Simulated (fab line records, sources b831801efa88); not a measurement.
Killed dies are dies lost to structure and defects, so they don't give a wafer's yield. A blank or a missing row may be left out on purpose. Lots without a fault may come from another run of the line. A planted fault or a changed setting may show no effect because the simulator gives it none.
fab line records | flow sky130
record lots=7 wafers=21 last_day=48
route steps=708 shown VT_ADJUST_LVTN@116 VT_ADJUST_NCORE@119 VT_ADJUST_HVTR@131 PAD_OPEN@708
lots that met no fault: from a run of the same line without faults
start_h: hours from the record's first day to the start of the lot's first wafer shown | wait_h: hours since the lot's step before | " the same as in the row above | L1.1+2: a row that stands for several wafers | - no value, or no start given | * or withheld: withheld | < > ~ a bound
route shown NAME@n: a module of which the file shows steps, and the number in the route of the first | usual: mean/standard deviation of fault-free wafers | same: alike in all rows | chamber/n: place in a boat | sites: the reading at each site | _std_site: their standard deviation | _edge_site: outer sites' mean less inner sites' | radius_mm: how far each site lies from the wafer's centre | mask NAME#n: copy n | behind: the tool/chamber that last shaped the wafer | hold: why the lot was held/for how many hours/how that ended | device: the transistor (n, p or np) that didn't switch | end of line: the same wafers' tests at the end of the route | a step without rows: its recipe alone | killed: dies lost to structure and defects at the first sort, not the wafer's yield | map: a wafer's dies, x killed, . not, _ none there
set.NAME: the setting as run; set.NAME@STEP: as run at that earlier step | model.NAME: the simulator's own value behind a step, which no gauge read
lots at some steps of the route; a table a step, a row a wafer
services: from which hour (start_h, from the record's first day; less than 0 if before it) a tool's chamber was out of use, for how many hours, and why
## steps
# step SKY_VT_ADJUST_LVTN_IMPLANT_19
# recipe species=B energy_kev=29.48 dose_cm2=6.5e+11 tilt_deg=withheld
# step SKY_VT_ADJUST_LVTN_STRIP_20
# recipe chemistry=O2/N2 power_w=1400 pressure_mtorr=1500 platen_temp_c=withheld o2_flow_sccm=3000 n2_flow_sccm=300 overash_fraction=0.5
# usual drypump_motor_current_A=5.74/0.17 o2_flow_sccm=3000/9.1 oes_product_au=0.716/0.0047 strip_time_to_endpoint_s=14.17/0.033
# columns lot.wafer tool chamber start_h wait_h drypump_motor_current_A o2_flow_sccm oes_product_au rf_hours_counter_h strip_time_to_endpoint_s
L407.1 plasma_asher-02 0 159.76 0.1 5.64 2991 0.714 50 14.19
L407.2 " 1 " " 5.53 2991 0.719 50 14.16
L407.4 " 1 " " 5.52 2992 0.707 - 14.18
L408.2 plasma_asher-04 0 167.36 0.1 5.81 3017 0.711 43 14.19
L408.4 " 0 " " 5.82 3013 0.718 - 14.20
L408.6 " 1 " " 5.72 2988 0.713 - 14.17
L411.1 plasma_asher-02 0 192.36 0.1 5.68 2992 0.714 53 14.17
L411.2 " 1 " " 5.54 3000 0.729 53 14.12
L411.4 " 0 " " 5.71 3004 0.716 - 14.15
L412.1 plasma_asher-01 0 197.11 0.1 6.09 2997 0.717 38 14.14
L412.3 " 0 " " 6.11 2997 0.713 - 14.16
L412.5 " 0 " " 6.09 3014 0.719 - 14.15
L417.1 plasma_asher-01 0 225.11 0.1 6.08 3004 0.717 41 14.16
L417.3 " 1 " " 5.59 2996 0.717 - 14.16
L417.6 " 0 " " 6.09 3012 0.712 - 14.16
L418.1 plasma_asher-01 1 235.56 0.1 5.60 2997 0.709 42 14.13
L418.5 " 1 " " 5.60 2991 0.710 - 14.16
L418.6 " 0 " " 6.10 2989 0.710 - 14.17
L419.1 plasma_asher-02 1 249.80 0.1 5.54 2997 0.716 59 14.09
L419.2 " 0 " " 5.64 2998 0.712 59 14.11
L419.3 " 1 " " 5.52 2975 0.726 - 14.11
# step SKY_VT_ADJUST_LVTN_TW_MEAS_21
# usual VT_ADJUST_LVTN_2_TW=188.3/1.2
# columns lot.wafer tool chamber start_h wait_h VT_ADJUST_LVTN_2_TW
L407.1 film_metro-01 - 159.86 0.1 189.3
L407.2 " - " " 189.3
L407.4 " - " " 189.5
L408.2 film_metro-03 - 167.47 0.1 188.4
L408.4 " - " " 188.3
L408.6 " - " " 188.7
L411.1 film_metro-02 - 192.46 0.1 188.6
L411.2 " - " " 188.4
L411.4 " - " " 187.5
L412.1 film_metro-02 - 197.21 0.1 188.0
L412.3 " - " " 188.4
L412.5 " - " " 188.0
L417.1 film_metro-01 - 225.21 0.1 189.1
L417.3 " - " " 188.0
L417.6 " - " " 188.2
L418.1 film_metro-01 - 235.66 0.1 188.3
L418.5 " - " " 188.4
L418.6 " - " " 189.1
L419.1 film_metro-02 - 249.90 0.1 184.8
L419.2 " - " " 186.5
L419.3 " - " " 185.6
# step SKY_VT_ADJUST_NCORE_DEHYDRATE_00
# recipe temp_c=200 time_s=60
# step SKY_VT_ADJUST_NCORE_HMDS_01
# recipe prime_time_s=60 prime_temp_c=120
# step SKY_VT_ADJUST_NCORE_COAT_02
# recipe resist=NOVOLAK spin_rpm=3000 resist_thk_nm=1140
# step SKY_VT_ADJUST_NCORE_SOFTBAKE_03
# recipe temp_c=90 time_s=60 resist=NOVOLAK
# step SKY_VT_ADJUST_NCORE_EXPOSE_04
# recipe mask_id=LVTN_COMPLEMENT_THIN na=0.6 source_shape=conventional sigma_outer=0.6 polarization=unpolarized target_cd_nm=380 dose_mj=139
# step SKY_VT_ADJUST_NCORE_PEB_05
# recipe temp_c=withheld time_s=* resist=NOVOLAK
# step SKY_VT_ADJUST_NCORE_DEVELOP_06
# recipe resist=NOVOLAK developer=TMAH develop_time_s=60 dev_temp_c=23
# step SKY_VT_ADJUST_NCORE_CD_MEAS_07
# recipe target_cd_nm=380
# usual cd_nm=379.1/2.6
# columns lot.wafer tool chamber start_h wait_h cd_nm
L407.1 cd_sem-01 - 180.18 0.1 379.3
L407.2 " - " " 379.6
L407.4 " - " " 378.9
L408.2 cd_sem-02 - 187.45 0.1 377.7
L408.4 " - " " 377.7
L408.6 " - " " 379.7
L411.1 cd_sem-02 - 213.07 0.1 376.4
L411.2 " - " " 376.9
L411.4 " - " " 376.7
L412.1 cd_sem-01 - 217.42 0.1 378.0
L412.3 " - " " 380.1
L412.5 " - " " 382.5
L417.1 cd_sem-02 - 247.73 0.1 378.7
L417.3 " - " " 377.2
L417.6 " - " " 380.4
L418.1 cd_sem-01 - 259.26 0.1 378.8
L418.5 " - " " 380.5
L418.6 " - " " 377.9
L419.1 cd_sem-02 - 274.63 0.1 379.7
L419.2 " - " " 380.6
L419.3 " - " " 379.5
# step SKY_VT_ADJUST_NCORE_OVL_MEAS_08
# usual VT_ADJUST_NCORE_OVL=-0.6/1.4
# columns lot.wafer tool chamber start_h wait_h VT_ADJUST_NCORE_OVL[nm]
L407.1 overlay-02 - 180.30 0.1 1.4
L407.2 " - " " 0.4
L407.4 " - " " -0.5
L408.2 overlay-01 - 187.55 0.1 -2.4
L408.4 " - " " -3.2
L408.6 " - " " -2.8
L411.1 overlay-02 - 213.19 0.1 -2.8
L411.2 " - " " -3.8
L411.4 " - " " -1.2
L412.1 overlay-01 - 217.54 0.1 -0.1
L412.3 " - " " 0.3
L412.5 " - " " 1.3
L417.1 overlay-02 - 247.85 0.1 -0.3
L417.3 " - " " 1.2
L417.6 " - " " -0.9
L418.1 overlay-02 - 259.38 0.1 0.5
L418.5 " - " " -0.5
L418.6 " - " " -0.4
L419.1 overlay-01 - 274.75 0.1 -1.0
L419.2 " - " " 0.8
L419.3 " - " " -2.6
# step SKY_VT_ADJUST_NCORE_IMPLANT_09
# recipe species=B energy_kev=10 dose_cm2=2.4e+12 tilt_deg=withheld
# usual dose_ions_cm2=2.4006e+12/2.5e+09 end_station_pressure_torr=5.04e-06/2.8e-07 implant_ion_amu=11/0
# columns lot.wafer tool chamber start_h wait_h dose_ions_cm2 end_station_pressure_torr implant_ion_amu model.implant.rp_nm model.implant.drp_nm
L407.1 implanter-03 0 180.33 0.0 2.3976e+12 4.84e-06 11 32.73 17.11
L407.2 " 0 " " 2.4004e+12 4.77e-06 11 32.73 17.11
L407.4 " 0 " " 2.4011e+12 4.9e-06 11 32.73 17.11
L408.2 implanter-03 0 187.61 0.0 2.3982e+12 5.32e-06 11 33.31 17.11
L408.4 " 0 " " 2.3978e+12 5.41e-06 11 33.31 17.11
L408.6 " 0 " " 2.3962e+12 4.6e-06 11 33.31 17.11
L411.1 implanter-03 0 213.22 0.0 2.3996e+12 5.15e-06 11 32.78 17.11
L411.2 " 0 " " 2.3988e+12 5.11e-06 11 32.78 17.11
L411.4 " 0 " " 2.3975e+12 4.57e-06 11 32.78 17.11
L412.1 implanter-04 0 217.57 0.0 2.402e+12 5.16e-06 11 32.61 17.11
L412.3 " 0 " " 2.4003e+12 4.21e-06 11 32.61 17.11
L412.5 " 0 " " 2.4019e+12 5.42e-06 11 32.61 17.11
L417.1 implanter-03 0 247.88 0.0 2.4034e+12 5.11e-06 49 10.09 6.005
L417.3 " 0 " " 2.401e+12 4.41e-06 49 10.09 6.005
L417.6 " 0 " " 2.4034e+12 4.89e-06 49 10.09 6.005
L418.1 implanter-03 0 259.42 0.0 2.4038e+12 4.92e-06 49 10.34 6.005
L418.5 " 0 " " 2.4027e+12 4.63e-06 49 10.34 6.005
L418.6 " 0 " " 2.4023e+12 4.84e-06 49 10.34 6.005
L419.1 implanter-01 0 274.78 0.0 2.3981e+12 4.99e-06 49 10.3 6.005
L419.2 " 0 " " 2.4019e+12 4.52e-06 49 10.3 6.005
L419.3 " 0 " " 2.4033e+12 4.56e-06 49 10.3 6.005
# step SKY_VT_ADJUST_NCORE_STRIP_10
# recipe chemistry=O2/N2 power_w=1400 pressure_mtorr=1500 platen_temp_c=withheld o2_flow_sccm=3000 n2_flow_sccm=300 overash_fraction=0.5
# usual drypump_motor_current_A=5.6/0.32 o2_flow_sccm=3001/9.4 oes_product_au=0.715/0.0041 strip_time_to_endpoint_s=14.19/0.033
# columns lot.wafer tool chamber start_h wait_h drypump_motor_current_A o2_flow_sccm oes_product_au rf_hours_counter_h strip_time_to_endpoint_s
L407.1 plasma_asher-01 0 180.48 0.1 6.1 3023 0.711 37 14.16
L407.2 " 1 " " 5.6 2996 0.715 37 14.18
L407.4 " 0 " " 6.1 2998 0.716 - 14.17
L408.2 plasma_asher-03 1 187.73 0.1 5.1 3005 0.717 7 14.22
L408.4 " 0 " " 5.4 3011 0.714 - 14.26
L408.6 " 1 " " 5.1 3001 0.717 - 14.25
L411.1 plasma_asher-01 0 213.37 0.1 6.1 3005 0.714 40 14.24
L411.2 " 1 " " 5.6 2996 0.717 40 14.23
L411.4 " 1 " " 5.6 2985 0.710 - 14.19
L412.1 plasma_asher-01 1 217.72 0.1 5.6 3002 0.717 40 14.18
L412.3 " 0 " " 6.1 2988 0.714 - 14.22
L412.5 " 0 " " 6.1 2989 0.714 - 14.14
L417.1 plasma_asher-04 0 248.03 0.1 5.8 2996 0.711 51 14.18
L417.3 " 0 " " 5.8 2996 0.711 - 14.19
L417.6 " 1 " " 5.8 2992 0.711 - 14.21
L418.1 plasma_asher-03 0 259.57 0.1 5.4 3013 0.712 14 14.11
L418.5 " 0 " " 5.4 3008 0.712 - 14.13
L418.6 " 1 " " 5.1 2990 0.716 - 14.12
L419.1 plasma_asher-01 0 274.93 0.1 6.1 2997 0.716 46 14.18
L419.2 " 1 " " 5.6 2996 0.718 46 14.15
L419.3 " 1 " " 5.6 2998 0.716 - 14.15
# step SKY_VT_ADJUST_NCORE_TW_MEAS_11
# usual VT_ADJUST_NCORE_TW=219.9/1.7
# columns lot.wafer tool chamber start_h wait_h VT_ADJUST_NCORE_TW
L407.1 film_metro-04 - 180.58 0.1 218.3
L407.2 " - " " 218.2
L407.4 " - " " 219.4
L408.2 film_metro-04 - 187.84 0.1 219.7
L408.4 " - " " 219.5
L408.6 " - " " 219.4
L411.1 film_metro-02 - 213.47 0.1 219.6
L411.2 " - " " 219.8
L411.4 " - " " 219.9
L412.1 film_metro-04 - 217.82 0.1 218.1
L412.3 " - " " 218.6
L412.5 " - " " 218.7
L417.1 film_metro-02 - 248.13 0.1 316.6
L417.3 " - " " 318.0
L417.6 " - " " 315.7
L418.1 film_metro-02 - 259.67 0.1 317.3
L418.5 " - " " 317.2
L418.6 " - " " 317.7
L419.1 film_metro-04 - 275.03 0.1 316.4
L419.2 " - " " 318.4
L419.3 " - " " 316.0
# step SKY_VT_ADJUST_HVTR_DEHYDRATE_00
# recipe temp_c=200 time_s=60
# step SKY_PAD_OPEN_PROBE_99
# usual killed_at_M0_to_M3=43/7.6 killed_at_M4_up=2.9/1.9 killed_at_contacts=24/5 killed_at_front_end=15/4.3 killed_at_other=0.3/0.54 killed_dies=85/10 killed_open=47/7 killed_short=38/6.4
# same gross_dies=492 killed_at_back_side=0
# columns lot.wafer tool chamber start_h wait_h killed_at_M0_to_M3 killed_at_M4_up killed_at_contacts killed_at_front_end killed_at_other killed_dies killed_open killed_short model.etest.nfet_16v.r_on_ohm_um model.etest.pfet_16v.r_on_ohm_um model.etest.pfet_g5v0d10v5.r_on_ohm_um model.etest.tip_p.rs_ohm_sq model.etest.pfet_01v8.r_on_ohm_um model.etest.res_pwell_under_gate.rs_ohm_sq model.etest.nfet_g5v0d10v5.r_on_ohm_um model.etest.tip_p_5v.rs_ohm_sq
L407.1 prober-02 - 1075.82 0.1 36 3 23 21 0 83 40 43 1.428e+04 1.507e+04 4775 6922 2886 2274 1899 2922
L407.2 prober-02 - 1075.87 0.1 46 3 30 18 1 98 62 36 1.432e+04 1.533e+04 4752 6937 2907 2280 1885 2894
L407.4 prober-02 - 1075.97 0.2 38 2 23 17 0 80 42 38 1.426e+04 1.516e+04 4712 6895 2783 2274 1871 2915
L408.2 prober-01 - 1081.23 0.1 38 4 24 17 0 83 40 43 1.414e+04 1.481e+04 4758 6984 2959 2287 1881 2881
L408.4 prober-01 - 1081.33 0.2 34 4 27 18 1 84 39 45 1.438e+04 1.504e+04 4791 6913 2979 2288 1889 2898
L408.6 prober-01 - 1081.43 0.2 45 5 32 23 0 105 49 56 1.429e+04 1.527e+04 4822 6936 2998 2299 1917 2910
L411.1 prober-02 - 1107.06 0.1 37 3 23 15 0 78 46 32 1.412e+04 1.482e+04 4801 6751 2850 2290 1905 2894
L411.2 prober-02 - 1107.11 0.1 39 3 24 11 0 77 47 30 1.415e+04 1.508e+04 4789 6825 2834 2273 1913 2892
L411.4 prober-02 - 1107.21 0.2 41 8 29 16 0 94 48 46 1.409e+04 1.507e+04 4853 6779 2790 2273 1908 2902
L412.1 prober-01 - 1111.08 0.1 59 4 17 12 0 92 46 46 1.414e+04 1.515e+04 4776 6825 2854 2278 1914 2912
L412.3 prober-01 - 1111.18 0.2 41 1 18 15 0 75 45 30 1.407e+04 1.485e+04 4775 6920 2829 2276 1890 2885
L412.5 prober-01 - 1111.28 0.2 31 4 18 16 0 69 41 28 1.412e+04 1.52e+04 4811 6875 2859 2285 1902 2886
L417.1 prober-01 - 1138.31 0.1 48 1 24 13 1 87 44 43 1.226e+04 1.678e+04 5348 7216 3069 2462 1727 3004
L417.3 prober-01 - 1138.41 0.2 35 0 25 15 0 75 50 25 1.224e+04 1.682e+04 5353 7316 3077 2459 1745 3010
L417.6 prober-01 - 1138.56 0.2 51 6 23 8 0 88 46 42 1.23e+04 1.695e+04 5520 7334 3151 2474 1782 3021
L418.1 prober-01 - 1146.48 0.1 61 7 29 11 0 108 60 48 1.236e+04 1.684e+04 5393 7195 3028 2476 1766 3082
L418.5 prober-01 - 1146.68 0.2 57 3 25 14 1 100 54 46 1.246e+04 1.691e+04 5516 7280 3069 2468 1798 3085
L418.6 prober-01 - 1146.73 0.2 49 5 31 20 0 105 61 44 1.24e+04 1.678e+04 5476 7268 3096 2472 1778 3058
L419.1 prober-02 - 1154.79 0.1 26 2 22 16 0 66 37 29 1.224e+04 1.675e+04 5412 7316 3076 2485 1738 3018
L419.2 prober-02 - 1154.84 0.1 40 2 26 9 0 77 38 39 1.232e+04 1.682e+04 5517 7285 3148 2502 1757 3016
L419.3 prober-02 - 1154.89 0.2 36 4 34 19 0 93 51 42 1.248e+04 1.698e+04 5469 7295 3134 2498 1768 3008
# killed by level:class
L407.1 VIA1:geometric_particle:open=10 LI_CONTACT:geometric_particle:open=8 CONTACT:geometric_particle:open=7 POLY_GATE:geometric_particle:short=6 METAL1:geometric_particle:short=6 METAL2:geometric_particle:short=6 POLY_GATE:geometric_particle:open=5 LOCAL_INTERCONNECT:geometric_particle:short=5
L407.2 CONTACT:geometric_particle:open=14 VIA1:geometric_particle:open=14 LI_CONTACT:geometric_particle:open=6 VIA2:geometric_particle:open=6 VIA3:geometric_particle:open=6 METAL2:geometric_particle:short=5 FIELD_ISO:geometric_particle:open=4 LOCAL_INTERCONNECT:geometric_particle:short=4
L407.4 CONTACT:geometric_particle:open=11 VIA1:geometric_particle:open=9 METAL1:geometric_particle:short=8 FIELD_ISO:geometric_particle:open=5 POLY_GATE:geometric_particle:short=5 VIA1:geometric_particle:short=5 VIA3:geometric_particle:open=5 LI_CONTACT:geometric_particle:open=3
L408.2 LI_CONTACT:geometric_particle:open=9 VIA2:geometric_particle:open=8 FIELD_ISO:geometric_particle:short=7 METAL2:geometric_particle:short=6 VIA1:geometric_particle:short=5 LOCAL_INTERCONNECT:geometric_particle:short=5 VIA1:geometric_particle:open=5 METAL3:geometric_particle:short=5
L408.4 CONTACT:geometric_particle:open=10 VIA1:geometric_particle:open=8 POLY_GATE:geometric_particle:short=7 LI_CONTACT:geometric_particle:open=7 CONTACT:geometric_particle:short=7 FIELD_ISO:geometric_particle:short=5 VIA1:geometric_particle:short=5 METAL1:geometric_particle:short=5
L408.6 CONTACT:geometric_particle:open=12 VIA1:geometric_particle:open=11 CONTACT:geometric_particle:short=9 POLY_GATE:geometric_particle:short=8 VIA2:geometric_particle:open=7 METAL1:geometric_particle:short=6 FIELD_ISO:geometric_particle:short=5 LI_CONTACT:geometric_particle:open=5
L411.1 CONTACT:geometric_particle:open=11 VIA2:geometric_particle:open=7 METAL1:geometric_particle:short=5 VIA1:geometric_particle:short=5 VIA1:geometric_particle:open=5 LI_CONTACT:geometric_particle:open=4 METAL2:geometric_particle:short=4 FIELD_ISO:geometric_particle:open=3
L411.2 LI_CONTACT:geometric_particle:open=8 VIA3:geometric_particle:open=8 CONTACT:geometric_particle:open=6 METAL1:geometric_particle:short=6 VIA1:geometric_particle:open=6 VIA2:geometric_particle:open=6 LOCAL_INTERCONNECT:geometric_particle:open=4 FIELD_ISO:geometric_particle:short=3
L411.4 VIA1:geometric_particle:open=10 LI_CONTACT:geometric_particle:open=8 CONTACT:geometric_particle:open=8 CONTACT:geometric_particle:short=7 FIELD_ISO:geometric_particle:open=6 METAL4:geometric_particle:short=6 VIA3:geometric_particle:short=5 VIA3:geometric_particle:open=5
L412.1 VIA3:geometric_particle:open=14 METAL1:geometric_particle:short=11 VIA1:geometric_particle:short=9 CONTACT:geometric_particle:open=6 VIA2:geometric_particle:open=6 VIA1:geometric_particle:open=5 METAL4:geometric_particle:short=4 LI_CONTACT:geometric_particle:open=4
L412.3 VIA1:geometric_particle:open=9 CONTACT:geometric_particle:open=7 FIELD_ISO:geometric_particle:open=6 METAL1:geometric_particle:short=5 LI_CONTACT:geometric_particle:open=5 VIA1:geometric_particle:short=5 VIA2:geometric_particle:open=5 POLY_GATE:geometric_particle:short=4
L412.5 LI_CONTACT:geometric_particle:open=9 VIA1:geometric_particle:open=6 VIA3:geometric_particle:open=6 FIELD_ISO:geometric_particle:open=5 POLY_GATE:geometric_particle:short=5 FIELD_ISO:geometric_particle:short=4 CONTACT:geometric_particle:open=4 VIA2:geometric_particle:open=4
L417.1 VIA1:geometric_particle:open=11 LI_CONTACT:geometric_particle:open=8 METAL2:geometric_particle:short=7 CONTACT:geometric_particle:open=6 FIELD_ISO:geometric_particle:open=5 VIA3:geometric_particle:short=5 METAL1:geometric_particle:short=5 FIELD_ISO:geometric_particle:short=4
L417.3 CONTACT:geometric_particle:open=13 VIA3:geometric_particle:open=8 LI_CONTACT:geometric_particle:open=7 FIELD_ISO:geometric_particle:open=6 VIA1:geometric_particle:open=5 VIA1:geometric_particle:short=4 VIA3:geometric_particle:short=4 POLY_GATE:geometric_particle:open=3
L417.6 CONTACT:geometric_particle:open=11 VIA3:geometric_particle:open=8 VIA1:geometric_particle:open=8 METAL2:geometric_particle:short=8 VIA2:geometric_particle:open=7 LI_CONTACT:geometric_particle:open=6 METAL3:geometric_particle:short=6 METAL4:geometric_particle:short=6
L418.1 VIA1:geometric_particle:open=11 LI_CONTACT:geometric_particle:open=9 VIA2:geometric_particle:open=9 VIA3:geometric_particle:open=8 CONTACT:geometric_particle:short=7 CONTACT:geometric_particle:open=7 VIA1:geometric_particle:short=7 METAL2:geometric_particle:short=6
L418.5 VIA1:geometric_particle:open=15 METAL2:geometric_particle:short=10 CONTACT:geometric_particle:open=8 VIA3:geometric_particle:open=8 LI_CONTACT:geometric_particle:open=6 LOCAL_INTERCONNECT:geometric_particle:short=6 VIA2:geometric_particle:open=6 METAL1:geometric_particle:short=5
L418.6 VIA1:geometric_particle:open=16 LI_CONTACT:geometric_particle:open=9 POLY_GATE:geometric_particle:open=7 CONTACT:geometric_particle:short=7 VIA2:geometric_particle:open=7 VIA3:geometric_particle:open=7 POLY_GATE:geometric_particle:short=5 LOCAL_INTERCONNECT:geometric_particle:short=5
L419.1 CONTACT:geometric_particle:short=10 VIA1:geometric_particle:open=10 CONTACT:geometric_particle:open=9 FIELD_ISO:geometric_particle:short=5 FIELD_ISO:geometric_particle:open=4 VIA2:geometric_particle:open=4 VIA3:geometric_particle:open=4 VIA1:geometric_particle:short=3
L419.2 CONTACT:geometric_particle:open=11 METAL1:geometric_particle:short=6 LI_CONTACT:geometric_particle:open=6 VIA1:geometric_particle:open=6 CONTACT:geometric_particle:short=5 VIA2:geometric_particle:open=5 VIA3:geometric_particle:short=5 VIA1:geometric_particle:short=4
L419.3 VIA1:geometric_particle:open=9 CONTACT:geometric_particle:short=9 LI_CONTACT:geometric_particle:open=8 VIA3:geometric_particle:open=8 CONTACT:geometric_particle:open=7 LI_CONTACT:geometric_particle:short=5 METAL2:geometric_particle:short=5 FIELD_ISO:geometric_particle:short=4
## services
# columns tool chamber start_h hours kind
implanter-01 - 135.94 11.4 pm
plasma_asher-01 - 155.26 11.5 repair
implanter-01 - 193.19 1.1 repair
implanter-01 - 206.83 2.6 repair
implanter-01 - 217.47 1.9 pm
implanter-01 - 220.55 0.7 repair
plasma_asher-02 - 228.71 2.8 pm
implanter-03 - 237.67 2.4 repair
implanter-04 - 241.29 2.0 repair
plasma_asher-04 - 245.45 0.6 repair
implanter-03 - 263.22 4.8 pm
## key
first_sign step=SKY_VT_ADJUST_NCORE_IMPLANT_09 reading=implant_ion_amu direction=up sigmas=99+ usual=11 struck=49
effect step=SKY_VT_ADJUST_NCORE_TW_MEAS_11 reading=VT_ADJUST_NCORE_TW direction=up sigmas=58 usual=219.9 struck=317.0
model_effect step=SKY_VT_ADJUST_NCORE_IMPLANT_09 value=implant.rp_nm without=33.33 struck=10.24
model_effect step=SKY_PAD_OPEN_PROBE_99 value=etest.nfet_16v.r_on_ohm_um without=1.423e+04 struck=1.234e+04
met_at SKY_VT_ADJUST_NCORE_IMPLANT_09
struck_wafers L417.1,L417.3,L417.6,L418.1,L418.5,L418.6,L419.1,L419.2,L419.3
tester_left_out L417,L418,L419
onset_between 213.22 247.88
fault kind=wrong_recipe_download tool=implanter-01,implanter-03,implanter-04 chamber=- onset_h=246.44 steps=SKY_VT_ADJUST_NCORE_IMPLANT_09 wrong_recipe.not_listed=1
# tester_left_out: of these lots the tester's yield and bins aren't shown, on N5 and GAA mostly nor the transistor test; their killed dies are dies lost to structure and defects alone, not to doping, threshold or leakage, so they don't give the yield
